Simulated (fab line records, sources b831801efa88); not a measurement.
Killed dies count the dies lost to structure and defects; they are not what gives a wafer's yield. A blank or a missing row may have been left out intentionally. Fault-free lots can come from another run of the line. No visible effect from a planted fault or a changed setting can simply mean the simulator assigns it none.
fab line records	flow sky130
record: lots: 6	wafers: 18	last-day: 50
route steps=708 shown METAL4@633 VIA4@639 PAD_OPEN@708
lots with no fault: from the same line, run without faults
start-h: the number of hours between the record's first day and the start of the first shown wafer of the lot	wait-h: time in hours since the lot's previous step	" identical to the entry in the row above	L1.1+2: one row covering several wafers at once	- value missing, or start not given	* or withheld: withheld	< > ~ a bound
route shown NAME@n: a module of which the file shows steps, and the number in the route of the first	usual: mean/standard deviation of fault-free wafers	same: alike in all rows	chamber/n: place in a boat	sites: the reading at each site	_std_site: the values' standard deviation	_edge_site: inner sites' mean taken away from outer sites' mean	radius-mm: for every site, how far away it sits from the centre of the wafer	mask NAME#n: copy n	behind: tool/chamber where the wafer was last shaped	hold: why the lot went on hold/how many hours it stayed there/how the hold came to an end	device: transistor that didn't switch, given as n, p or np	end of line: the route-end tests of the same wafers	a step without rows: its recipe alone	killed: the dies lost at the first sort to structure and to defects; this is not the yield of the wafer	map: a wafer's dies, marking killed ones x, the rest . and places with no die _
set.NAME: setting as actually run; set.NAME@STEP: the setting as run at that earlier step	model.NAME: the simulator's own value behind a step, which no gauge read
certain route steps with their lots: each step a table, each wafer a row
services: a tool's chamber out of use, with start hour (start-h, from the record's first day; less than 0 if before it), hours out, and reason
== steps ==
step: SKY_METAL4_ETCH_17
recipe: target: SiO2	stop-on: TiN	chemistry: C4F8/O2/Ar	source-w: 1500	bias-w: 1200	pressure-mtorr: 40	c4f8-flow-sccm: withheld	O2_flow_sccm: 6	Ar_flow_sccm: 300	time-s: 3.9	target-depth-a: 150
usual: chamber-pressure-mTorr: 40.00/0.038	oes-product-au: 0.754/0.007
lot.wafer	tool	chamber	start-h	wait-h	chamber-pressure-mTorr	oes-product-au	rf-hours-counter-h
L391.2	rie-diel-04	3	1019.03	0.1	39.93	0.749	14
L391.5	"	2	"	"	39.96	0.761	-
L391.6	"	1	"	"	40.03	0.755	-
L392.1	rie-diel-01	1	1020.01	0.1	39.97	0.751	8
L392.4	"	0	"	"	40.02	0.763	8
L392.5	"	1	"	"	40.06	0.750	-
L397.1	rie-diel-02	1	1052.95	0.1	40.03	0.761	11
L397.4	"	0	"	"	40.00	0.764	3
L397.6	"	3	"	"	39.97	0.759	-
L400.2	rie-diel-01	1	1072.93	0.1	40.01	0.747	9
L400.4	"	2	"	"	40.06	0.760	8
L400.5	"	0	"	"	40.06	0.751	-
L402.2	rie-diel-04	1	1084.82	0.1	40.00	0.753	17
L402.4	"	2	"	"	39.93	0.757	10
L402.5	"	3	"	"	40.05	0.756	-
L405.1	rie-diel-02	0	1131.72	0.1	40.03	0.751	5
L405.5	"	2	"	"	40.04	0.762	-
L405.6	"	3	"	"	40.06	0.766	-
step: SKY_METAL4_METAL_ETCH_18
recipe: target-depth-a: 8450	stop-on: SiO2	over-etch-frac: 0.3	time-s: 183.1	chemistry: Cl2/BCl3	resist-sidewall-deg: 88	pressure-mtorr: 10	icp-w: 900	bias-w: 48.5	Cl2_flow_sccm: 60	bcl3-flow-sccm: 30
usual: chamber-pressure-mTorr: 9.998/0.011	drypump-motor-current-A: 5.5/0.47	oes-product-au: 0.865/0.0071	throttle-valve-pct: 22.264/0.0084
lot.wafer	tool	chamber	start-h	wait-h	chamber-pressure-mTorr	drypump-motor-current-A	oes-product-au	rf-hours-counter-h	throttle-valve-pct
L391.2	rie-metal-04	1	1019.04	0.0	10.017	5.2	0.865	20	22.247
L391.5	"	1	"	"	10.004	5.2	0.868	-	22.252
L391.6	"	0	"	"	9.981	5.0	0.864	-	22.268
L392.1	rie-metal-04	0	1020.03	0.0	9.998	5.0	0.880	19	22.256
L392.4	"	1	"	"	9.987	5.2	0.868	-	22.260
L392.5	"	0	"	"	9.986	5.0	0.866	-	22.257
L397.1	rie-metal-04	1	1052.97	0.0	9.984	5.2	0.881	0	22.262
L397.4	"	0	"	"	9.990	4.9	0.861	-	22.263
L397.6	"	0	"	"	9.998	5.0	0.863	-	22.267
L400.2	rie-metal-04	0	1072.94	0.0	10.017	5.0	0.866	24	22.265
L400.4	"	1	"	"	9.996	5.1	0.866	-	22.272
L400.5	"	0	"	"	9.999	5.0	0.861	-	22.262
L402.2	rie-metal-03	1	1084.83	0.0	9.981	6.2	0.874	23	22.276
L402.4	"	1	"	"	9.984	6.2	0.872	-	22.259
L402.5	"	1	"	"	10.012	6.2	0.864	-	22.273
L405.1	rie-metal-04	1	1131.73	0.0	10.017	5.2	0.861	7	22.265
L405.5	"	1	"	"	10.020	5.2	0.856	-	22.279
L405.6	"	0	"	"	9.994	4.9	0.859	-	22.269
step: SKY_METAL4_STRIP_19
recipe: chemistry: O2/N2	power-w: 1400	pressure-mtorr: 1500	platen-temp-c: withheld	o2-flow-sccm: 3000	n2-flow-sccm: 300	overash-fraction: 0.5
usual: chamber-pressure-mTorr: 1499.9/1.5	drypump-motor-current-A: 5.9/0.35	o2-flow-sccm: 3001/9	oes-product-au: 0.503/0.006	strip-time-to-endpoint-s: 6.56/0.098
lot.wafer	tool	chamber	start-h	wait-h	chamber-pressure-mTorr	drypump-motor-current-A	o2-flow-sccm	oes-product-au	rf-hours-counter-h	strip-time-to-endpoint-s
L391.2	plasma-asher-01	0	1019.22	0.1	1500.8	5.0	3010	0.496	90	6.39
L391.5	"	0	"	"	1495.7	5.0	3014	0.500	-	6.38
L391.6	"	1	"	"	1500.1	5.8	2983	0.501	-	6.51
L392.1	plasma-asher-04	1	1020.20	0.1	1502.1	5.8	3012	0.501	22	6.46
L392.4	"	0	"	"	1498.2	6.0	2997	0.495	-	6.38
L392.5	"	1	"	"	1504.2	5.8	2986	0.491	-	6.44
L397.1	plasma-asher-04	0	1053.15	0.1	1498.9	6.0	3007	0.510	26	6.60
L397.4	"	0	"	"	1498.1	6.0	3001	0.496	-	6.50
L397.6	"	0	"	"	1497.4	6.0	2990	0.506	-	6.54
L400.2	plasma-asher-04	1	1073.12	0.1	1499.6	5.8	3001	0.494	29	6.44
L400.4	"	0	"	"	1498.3	6.0	3022	0.499	-	6.61
L400.5	"	1	"	"	1500.0	5.8	2993	0.498	-	6.48
L402.2	plasma-asher-02	1	1085.01	0.1	1500.7	5.7	2993	0.504	3	6.41
L402.4	"	0	"	"	1499.1	6.4	3002	0.504	-	6.48
L402.5	"	0	"	"	1501.5	6.3	3007	0.499	-	6.47
L405.1	plasma-asher-02	0	1131.91	0.1	1499.9	6.4	2999	0.507	9	6.71
L405.5	"	1	"	"	1502.0	5.7	3007	0.505	-	6.59
L405.6	"	0	"	"	1500.0	6.3	3001	0.510	-	6.61
step: SKY_METAL4_STRIP_20
recipe: chemistry: post-etch-residue-remover	time-s: 1200	temp-c: 72.5
step: SKY_METAL4_CLEAN_21
recipe: chemistry: IPA	time-s: 180	temp-c: 25
step: SKY_METAL4_CLEAN_22
recipe: chemistry: O3/DIW	dry: n2-spin
step: SKY_VIA4_HDPCVD_00
recipe: material: SiO2	target-thk-nm: 1750	sigma-open-frac: 0.3	time-s: 291.7	temp-c: 400	sih4-flow-sccm: 60	pressure-mtorr: 6
step: SKY_VIA4_THK_MEAS_01
recipe: reads: SiO2_of_VIA4_HDPCVD_00
usual: VIA4_HDPCVD_THK: 1754/18
lot.wafer	tool	chamber	start-h	wait-h	VIA4_HDPCVD_THK[nm]
L391.2	film-metro-04	-	1020.00	0.1	1737
L391.5	"	-	"	"	1744
L391.6	"	-	"	"	1732
L392.1	film-metro-04	-	1020.99	0.1	1744
L392.4	"	-	"	"	1757
L392.5	"	-	"	"	1740
L397.1	film-metro-02	-	1053.92	0.1	1748
L397.4	"	-	"	"	1767
L397.6	"	-	"	"	1739
L400.2	film-metro-03	-	1073.91	0.1	1775
L400.4	"	-	"	"	1746
L400.5	"	-	"	"	1773
L402.2	film-metro-03	-	1085.79	0.1	1753
L402.4	"	-	"	"	1751
L402.5	"	-	"	"	1728
L405.1	film-metro-04	-	1132.70	0.1	1748
L405.5	"	-	"	"	1725
L405.6	"	-	"	"	1736
step: SKY_VIA4_CMP_02
recipe: material: SiO2	down-force-psi: 4	platen-rpm: 60	pad-velocity-m-s: 0.94248
usual: motor-current-A: 12.5/1.3	slurry-filter-dp-kPa: 13.51/0.15
lot.wafer	tool	chamber	start-h	wait-h	motor-current-A	slurry-filter-dp-kPa
L391.2	cmp-01	0	1020.15	0.1	13.7	13.56
L391.6	"	2	"	"	12.2	13.58
L391.5	"	3	"	"	11.9	13.40
L392.1	cmp-02	0	1021.05	0.1	11.2	13.47
L392.4	"	3	"	"	12.4	13.61
L392.5	"	1	"	"	10.9	13.68
L397.4	cmp-02	2	1053.98	0.0	14.8	13.61
L397.1	"	1	"	"	10.3	13.29
L397.6	"	2	"	"	14.9	13.29
L400.2	cmp-01	3	1073.96	0.0	12.2	13.45
L400.4	"	1	"	"	12.9	13.63
L400.5	"	0	"	"	13.8	13.31
L402.2	cmp-01	3	1085.89	0.1	11.7	13.52
L402.4	"	0	"	"	14.0	13.62
L402.5	"	2	"	"	12.1	13.47
L405.1	cmp-02	1	1132.91	0.2	10.4	13.63
L405.6	"	2	"	"	15.2	13.56
L405.5	"	3	"	"	13.7	13.44
step: SKY_VIA4_BOW_MEAS_03
recipe: mode: bow
usual: VIA4_BOW: 78/9.3
lot.wafer	tool	chamber	start-h	wait-h	VIA4_BOW[um]
L391.2	film-metro-04	-	1020.37	0.2	76
L391.5	"	-	"	"	74
L391.6	"	-	"	"	82
L392.1	film-metro-02	-	1021.35	0.2	71
L392.4	"	-	"	"	67
L392.5	"	-	"	"	69
L397.1	film-metro-02	-	1054.28	0.1	83
L397.4	"	-	"	"	76
L397.6	"	-	"	"	77
L400.2	film-metro-03	-	1074.28	0.3	74
L400.4	"	-	"	"	74
L400.5	"	-	"	"	69
L402.2	film-metro-03	-	1086.16	0.2	66
L402.4	"	-	"	"	67
L402.5	"	-	"	"	61
L405.1	film-metro-03	-	1133.06	0.1	61
L405.5	"	-	"	"	72
L405.6	"	-	"	"	67
step: SKY_VIA4_DEHYDRATE_04
recipe: temp-c: 200	time-s: 60
step: SKY_VIA4_HMDS_05
recipe: prime-time-s: 60	prime-temp-c: 120
step: SKY_VIA4_COAT_06
recipe: resist: NOVOLAK	spin-rpm: 3000	resist-thk-nm: 1140
usual: dispense-pressure-kPa: 45.5/2.7	spin-speed-rpm: 3000.3/1.7
lot.wafer	tool	chamber	start-h	wait-h	dispense-pressure-kPa	spin-speed-rpm	model.NOVOLAK_of_VIA4_COAT_06.thk-nm
L391.2	litho-track-02	0	1030.90	0.1	46.1	3000.8	1142
L391.5	"	0	"	"	46.0	2999.8	1139
L391.6	"	0	"	"	46.1	2999.0	1141
L392.1	litho-track-01	0	1031.94	0.1	50.6	2998.6	1140
L392.4	"	0	"	"	50.6	3000.6	1137
L392.5	"	0	"	"	50.7	3000.5	1140
L397.1	litho-track-03	0	1065.16	0.1	43.1	3000.8	1147
L397.4	"	0	"	"	43.1	2997.4	1147
L397.6	"	0	"	"	43.0	2999.9	1145
L400.2	litho-track-02	0	1085.15	0.1	46.1	2999.6	988.2
L400.4	"	0	"	"	46.1	2997.9	990.3
L400.5	"	0	"	"	46.1	3000.3	991.8
L402.2	litho-track-02	0	1095.40	0.1	46.1	3003.3	993.4
L402.4	"	0	"	"	46.1	3000.4	991
L402.5	"	0	"	"	46.1	2999.7	989.6
L405.1	litho-track-01	0	1141.79	0.1	50.7	3005.9	1140
L405.5	"	0	"	"	50.7	2998.6	1143
L405.6	"	0	"	"	50.6	3006.6	1142
step: SKY_VIA4_SOFTBAKE_07
recipe: temp-c: 90	time-s: 60	resist: NOVOLAK
step: SKY_VIA4_EXPOSE_08
recipe: mask-id: VIM4	na: 0.6	source-shape: conventional	sigma-outer: 0.6	polarization: unpolarized	target-cd-nm: 800	dose-mj: 132
step: SKY_VIA4_PEB_09
recipe: temp-c: withheld	time-s: *	resist: NOVOLAK
step: SKY_VIA4_DEVELOP_10
recipe: resist: NOVOLAK	developer: TMAH	develop-time-s: 60	dev-temp-c: 23
step: SKY_VIA4_OVL_MEAS_11
usual: VIA4_OVL: 0.2/1.5
lot.wafer	tool	chamber	start-h	wait-h	VIA4_OVL[nm]
L391.2	overlay-01	-	1042.22	0.1	1.3
L391.5	"	-	"	"	1.4
L391.6	"	-	"	"	-0.3
L392.1	overlay-01	-	1043.53	0.1	-4.1
L392.4	"	-	"	"	-2.7
L392.5	"	-	"	"	-2.7
L397.1	overlay-01	-	1075.33	0.1	0.9
L397.4	"	-	"	"	0.2
L397.6	"	-	"	"	-2.0
L400.2	overlay-01	-	1094.77	0.1	2.7
L400.4	"	-	"	"	1.1
L400.5	"	-	"	"	1.4
L402.2	overlay-02	-	1105.05	0.1	-3.3
L402.4	"	-	"	"	-1.3
L402.5	"	-	"	"	0.2
L405.1	overlay-02	-	1151.08	0.1	-0.1
L405.5	"	-	"	"	2.2
L405.6	"	-	"	"	2.0
step: SKY_VIA4_ETCH_12
recipe: target: SiO2	chemistry: C4F8/O2/Ar	stop-on: TiN	mask-material: NOVOLAK	source-w: 1500	bias-w: 1200	pressure-mtorr: 40	c4f8-flow-sccm: withheld	O2_flow_sccm: 6	Ar_flow_sccm: 300	time-s: withheld	target-depth-a: 5800
usual: chamber-pressure-mTorr: 40.00/0.04	oes-product-au: 0.926/0.0049
lot.wafer	tool	chamber	start-h	wait-h	chamber-pressure-mTorr	oes-product-au	model.NOVOLAK_of_VIA4_COAT_06.thk-nm	model.VIA4.cd-nm
L391.2	rie-diel-01	0	1042.25	0.0	40.04	0.922	1008	798.9
L391.5	"	0	"	"	40.04	0.926	1005	800.8
L391.6	"	1	"	"	39.99	0.925	1009	799.3
L392.1	rie-diel-04	3	1043.56	0.0	39.98	0.925	1008	799.7
L392.4	"	2	"	"	40.00	0.926	1008	798.9
L392.5	"	3	"	"	40.02	0.915	1007	799.5
L397.1	rie-diel-04	2	1075.37	0.0	39.98	0.919	1016	798.9
L397.4	"	3	"	"	40.02	0.925	1015	798.4
L397.6	"	2	"	"	40.08	0.924	1015	798.7
L400.2	rie-diel-01	1	1094.80	0.0	39.98	0.933	857.4	813.1
L400.4	"	3	"	"	40.05	0.922	859.1	815
L400.5	"	1	"	"	40.03	0.920	860.2	812.3
L402.2	rie-diel-04	2	1105.08	0.0	39.99	0.925	864.6	811.3
L402.4	"	1	"	"	39.96	0.927	861.6	814.5
L402.5	"	2	"	"	39.92	0.930	860.3	813
L405.1	rie-diel-01	2	1151.12	0.0	40.03	0.931	1007	802.3
L405.5	"	2	"	"	39.95	0.925	1010	801.3
L405.6	"	1	"	"	40.04	0.924	1010	799.6
step: SKY_VIA4_STRIP_13
recipe: chemistry: O2/N2	power-w: 1400	pressure-mtorr: 1500	platen-temp-c: withheld	o2-flow-sccm: 3000	n2-flow-sccm: 300	overash-fraction: 0.5
usual: chamber-pressure-mTorr: 1500.0/1.3	drypump-motor-current-A: 5.8/0.38	o2-flow-sccm: 3001/9.1	oes-product-au: 0.710/0.0043	strip-time-to-endpoint-s: 12.807/0.029
lot.wafer	tool	chamber	start-h	wait-h	chamber-pressure-mTorr	drypump-motor-current-A	o2-flow-sccm	oes-product-au	rf-hours-counter-h	strip-time-to-endpoint-s
L391.2	plasma-asher-02	1	1042.32	-	1500.3	5.6	2997	0.715	126	12.840
L391.5	"	1	"	"	1499.0	5.7	3005	0.713	-	12.798
L391.6	"	0	"	"	1498.2	6.4	2996	0.712	-	12.772
L392.1	plasma-asher-03	1	1043.64	-	1501.2	5.7	2995	0.713	63	12.834
L392.4	"	0	"	"	1499.8	5.1	3000	0.710	-	12.840
L392.5	"	0	"	"	1500.0	5.1	3004	0.710	-	12.839
L397.1	plasma-asher-04	1	1075.44	-	1499.1	5.8	3004	0.708	29	12.857
L397.4	"	0	"	"	1501.9	6.0	2993	0.710	-	12.822
L397.6	"	0	"	"	1500.4	6.0	3008	0.715	-	12.853
L400.2	plasma-asher-02	0	1094.87	-	1500.7	6.3	3009	0.687	4	11.073
L400.4	"	1	"	"	1500.2	5.7	2993	0.688	-	11.100
L400.5	"	0	"	"	1499.6	6.4	3006	0.690	-	11.105
L402.2	plasma-asher-02	0	1105.15	-	1500.3	6.3	3001	0.684	5	11.178
L402.4	"	0	"	"	1499.9	6.3	3000	0.685	-	11.121
L402.5	"	1	"	"	1499.2	5.7	3008	0.694	-	11.110
L405.1	plasma-asher-03	1	1151.19	-	1502.1	5.7	2993	0.707	76	12.828
L405.5	"	0	"	"	1498.8	5.0	3008	0.708	-	12.794
L405.6	"	1	"	"	1500.4	5.7	3010	0.707	-	12.778
step: SKY_VIA4_STRIP_14
recipe: chemistry: post-etch-residue-remover	time-s: 1200	temp-c: 72.5
step: SKY_PAD_OPEN_PROBE_99
usual: defect-limited-yield: 82.6/1.9	killed_at_M0_to_M3: 43/7.3	killed_at_M4_up: 3.0/2	killed-at-contacts: 24/5.2	killed-at-front-end: 15/4.4	killed-at-other: 0.2/0.48	killed-dies: 86/9.1	killed-open: 47/7.3	killed-short: 38/6.4	sort_bin_3_pad_short: 0.8/0.38	sort_bin_5_function: 10.5/1.4	sort_bin_6_memory: 6.1/1.1	sort-n-pass: 406/9.1	sort-yield-pct: 82.6/1.9
same: gross-dies: 492	killed-at-back-side: 0	sort_bin_4_leakage[%]: 0	sort_bin_8_speed[%]: 0
lot.wafer	tool	chamber	start-h	wait-h	defect-limited-yield[%]	killed_at_M0_to_M3	killed_at_M4_up	killed-at-contacts	killed-at-front-end	killed-at-other	killed-dies	killed-open	killed-short	sort_bin_3_pad_short[%]	sort_bin_5_function[%]	sort_bin_6_memory[%]	sort-n-pass	sort-yield-pct[%]
L391.2	prober-02	-	1108.91	0.1	82.3	46	2	26	13	0	87	50	36	1.0	11.2	5.5	405	82.3
L391.5	prober-02	-	1109.06	0.2	86.0	35	2	19	13	0	69	43	26	0.8	8.5	4.7	423	86.0
L391.6	prober-02	-	1109.11	0.2	85.8	36	4	23	7	0	70	34	36	1.0	7.7	5.5	422	85.8
L392.1	prober-01	-	1110.77	0.1	80.7	55	5	19	16	0	95	58	37	0.6	11.2	7.5	397	80.7
L392.4	prober-01	-	1110.92	0.2	82.3	41	5	25	16	0	87	54	33	0.6	10.4	6.7	405	82.3
L392.5	prober-01	-	1110.97	0.2	80.5	57	0	25	14	0	96	61	35	1.2	13.0	5.3	396	80.5
L397.1	prober-01	-	1139.27	0.1	82.7	37	1	31	15	1	85	50	35	0.4	10.8	6.1	407	82.7
L397.4	prober-01	-	1139.42	0.2	83.5	40	8	21	12	0	81	48	33	0.2	10.4	5.9	411	83.5
L397.6	prober-01	-	1139.52	0.2	79.9	51	1	28	18	1	99	59	39	1.2	11.8	7.1	393	79.9
L400.2	prober-01	-	1157.29	0.1	84.3	34	5	19	19	0	77	41	36	0.6	10.8	4.3	415	84.3
L400.4	prober-01	-	1157.39	0.2	83.1	42	2	30	9	0	83	41	42	0.4	11.2	5.3	409	83.1
L400.5	prober-01	-	1157.44	0.2	84.1	27	1	32	17	1	78	43	35	0.8	8.9	6.1	414	84.1
L402.2	prober-01	-	1166.09	0.1	85.6	45	0	16	10	0	71	42	29	0.6	8.1	5.7	421	85.6
L402.4	prober-01	-	1166.19	0.2	81.5	57	4	18	12	0	91	44	47	0.8	11.4	6.3	401	81.5
L402.5	prober-01	-	1166.24	0.2	82.7	38	3	23	19	2	85	43	42	0.6	11.2	5.5	407	82.7
L405.1	prober-01	-	1205.31	0.1	80.1	48	14	20	16	0	98	49	49	0.8	13.2	5.9	394	80.1
L405.5	prober-01	-	1205.51	0.2	85.2	40	1	21	11	0	73	40	32	1.0	8.5	5.3	419	85.2
L405.6	prober-01	-	1205.56	0.2	82.9	41	3	20	20	0	84	51	33	0.8	9.8	6.5	408	82.9
killed by level:class
L391.2 CONTACT:geometric-particle:open=10 VIA1:geometric-particle:open=8 LI_CONTACT:geometric-particle:open=7 VIA2:geometric-particle:open=7 FIELD_ISO:geometric-particle:open=6 VIA1:geometric-particle:short=6 VIA3:geometric-particle:open=6 CONTACT:geometric-particle:short=5
L391.5 VIA2:geometric-particle:open=10 LI_CONTACT:geometric-particle:open=7 CONTACT:geometric-particle:open=6 METAL2:geometric-particle:short=5 VIA3:geometric-particle:open=5 FIELD_ISO:geometric-particle:open=4 FIELD_ISO:geometric-particle:short=4 METAL1:geometric-particle:short=4
L391.6 VIA1:geometric-particle:open=8 CONTACT:geometric-particle:open=7 CONTACT:geometric-particle:short=7 VIA2:geometric-particle:open=6 LOCAL_INTERCONNECT:geometric-particle:short=4 VIA2:geometric-particle:short=4 FIELD_ISO:geometric-particle:open=3 LI_CONTACT:geometric-particle:open=3
L392.1 VIA1:geometric-particle:open=18 CONTACT:geometric-particle:open=8 VIA1:geometric-particle:short=7 VIA3:geometric-particle:open=6 FIELD_ISO:geometric-particle:open=5 VIA2:geometric-particle:short=5 VIA2:geometric-particle:open=5 POLY_GATE:geometric-particle:open=4
L392.4 VIA2:geometric-particle:open=10 VIA3:geometric-particle:open=9 LI_CONTACT:geometric-particle:open=8 CONTACT:geometric-particle:open=8 VIA1:geometric-particle:open=7 POLY_GATE:geometric-particle:open=5 POLY_GATE:geometric-particle:short=4 CONTACT:geometric-particle:short=4
L392.5 VIA1:geometric-particle:open=18 VIA2:geometric-particle:open=11 LI_CONTACT:geometric-particle:open=7 VIA3:geometric-particle:open=7 CONTACT:geometric-particle:short=6 CONTACT:geometric-particle:open=6 METAL2:geometric-particle:short=5 VIA1:geometric-particle:short=5
L397.1 CONTACT:geometric-particle:open=11 VIA1:geometric-particle:open=9 LOCAL_INTERCONNECT:geometric-particle:short=7 METAL1:geometric-particle:short=6 FIELD_ISO:geometric-particle:open=5 LI_CONTACT:geometric-particle:open=5 CONTACT:geometric-particle:short=5 VIA2:geometric-particle:open=5
L397.4 VIA1:geometric-particle:open=13 LI_CONTACT:geometric-particle:open=10 VIA2:geometric-particle:open=7 METAL4:geometric-particle:short=7 METAL2:geometric-particle:short=7 VIA3:geometric-particle:open=6 CONTACT:geometric-particle:open=5 FIELD_ISO:geometric-particle:open=3
L397.6 VIA1:geometric-particle:open=16 CONTACT:geometric-particle:open=10 VIA3:geometric-particle:open=10 LI_CONTACT:geometric-particle:open=7 LOCAL_INTERCONNECT:geometric-particle:short=6 FIELD_ISO:geometric-particle:open=5 VIA1:geometric-particle:short=5 VIA2:geometric-particle:open=5
L400.2 VIA1:geometric-particle:open=14 FIELD_ISO:geometric-particle:short=7 CONTACT:geometric-particle:short=6 CONTACT:geometric-particle:open=5 POLY_GATE:geometric-particle:short=5 LI_CONTACT:geometric-particle:open=5 FIELD_ISO:geometric-particle:open=4 VIA3:geometric-particle:short=4
L400.4 CONTACT:geometric-particle:open=9 LOCAL_INTERCONNECT:geometric-particle:short=9 VIA1:geometric-particle:open=8 METAL1:geometric-particle:short=7 VIA2:geometric-particle:open=6 VIA3:geometric-particle:open=6 VIA1:geometric-particle:short=5 VIA3:geometric-particle:short=5
L400.5 CONTACT:geometric-particle:open=10 VIA1:geometric-particle:open=8 CONTACT:geometric-particle:short=7 LI_CONTACT:geometric-particle:open=6 LOCAL_INTERCONNECT:geometric-particle:short=6 POLY_GATE:geometric-particle:open=5 VIA2:geometric-particle:open=5 FIELD_ISO:geometric-particle:open=4
L402.2 VIA1:geometric-particle:open=10 VIA2:geometric-particle:open=9 LI_CONTACT:geometric-particle:open=7 METAL3:geometric-particle:open=5 FIELD_ISO:geometric-particle:short=4 METAL1:geometric-particle:short=4 VIA1:geometric-particle:short=4 METAL2:geometric-particle:short=4
L402.4 VIA1:geometric-particle:open=10 METAL2:geometric-particle:short=9 METAL1:geometric-particle:short=7 VIA3:geometric-particle:open=7 VIA2:geometric-particle:open=6 LI_CONTACT:geometric-particle:open=5 VIA3:geometric-particle:short=5 CONTACT:geometric-particle:open=4
L402.5 VIA1:geometric-particle:open=10 CONTACT:geometric-particle:open=9 POLY_GATE:geometric-particle:short=8 METAL2:geometric-particle:short=7 CONTACT:geometric-particle:short=6 POLY_GATE:geometric-particle:open=5 METAL3:geometric-particle:short=5 LI_CONTACT:geometric-particle:open=4
L405.1 VIA1:geometric-particle:open=8 METAL2:geometric-particle:short=8 VIA2:geometric-particle:open=8 LI_CONTACT:geometric-particle:open=7 METAL4:geometric-particle:short=7 POLY_GATE:geometric-particle:open=6 CONTACT:geometric-particle:short=6 VIA3:geometric-particle:open=5
L405.5 VIA1:geometric-particle:open=12 LI_CONTACT:geometric-particle:open=10 METAL2:geometric-particle:short=6 CONTACT:geometric-particle:open=5 METAL1:geometric-particle:short=5 VIA2:geometric-particle:open=5 VIA2:geometric-particle:short=4 VIA3:geometric-particle:open=4
L405.6 VIA3:geometric-particle:open=9 VIA1:geometric-particle:open=9 FIELD_ISO:geometric-particle:open=8 CONTACT:geometric-particle:open=7 CONTACT:geometric-particle:short=6 METAL1:geometric-particle:short=6 VIA2:geometric-particle:open=6 POLY_GATE:geometric-particle:short=5
== services ==
tool	chamber	start-h	hours	kind
rie-diel-01	0	1001.44	8.8	repair
cmp-02	-	1007.81	5.9	pm
plasma-asher-02	-	1009.84	1.0	repair
cmp-01	-	1027.87	0.6	repair
rie-metal-04	1	1029.43	-	clean
plasma-asher-01	-	1032.25	99.9	repair
cmp-02	-	1037.68	2.7	repair
rie-diel-02	-	1039.63	2.8	pm
rie-diel-02	3	1053.30	5.7	repair
plasma-asher-02	-	1055.25	9.0	pm
cmp-02	-	1059.04	1.5	repair
cmp-02	-	1067.79	4.0	pm
cmp-02	-	1068.87	0.7	repair
rie-diel-02	-	1070.94	2.9	repair
plasma-asher-03	-	1074.97	8.5	repair
rie-diel-04	0	1101.59	8.6	repair
rie-diel-01	-	1102.41	0.7	repair
rie-diel-02	3	1121.76	7.7	repair
plasma-asher-01	-	1132.15	14.6	pm
rie-diel-04	3	1136.24	2.5	repair
rie-diel-01	3	1137.61	15.5	repair
rie-diel-02	3	1143.59	3.7	repair
cmp-01	-	1146.31	1.9	repair
plasma-asher-01	-	1146.75	2.8	pm
== key ==
first-sign: step: SKY_VIA4_STRIP_13	reading: strip-time-to-endpoint-s	direction: down	sigmas: 58	usual: *	struck: *
effect: step: SKY_VIA4_STRIP_13	reading: oes-product-au	direction: down	sigmas: 5	usual: 0.710	struck: 0.688
model-effect: step: SKY_VIA4_COAT_06	value: NOVOLAK_of_VIA4_COAT_06.thk-nm	without: 1140	struck: 990.7
model-effect: step: SKY_VIA4_ETCH_12	value: NOVOLAK_of_VIA4_COAT_06.thk-nm	without: 1010	struck: 860.5
met-at SKY_VIA4_COAT_06
struck-wafers L400.2,L400.4,L400.5,L402.2,L402.4,L402.5
onset-between 1030.90 1085.15
also-fits SKY_VIA4_CMP_02:cmp-01,SKY_VIA4_STRIP_13:plasma-asher-02
fault: kind: process-parameter-drift	tool: litho-track-02	chamber: -	onset-h: 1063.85	steps: SKY_VIA4_COAT_06	channel: resist-thk-nm	offset: -149.32	shape: step	end-h: 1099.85	acts-in: these-recipes-only	stated: 1140
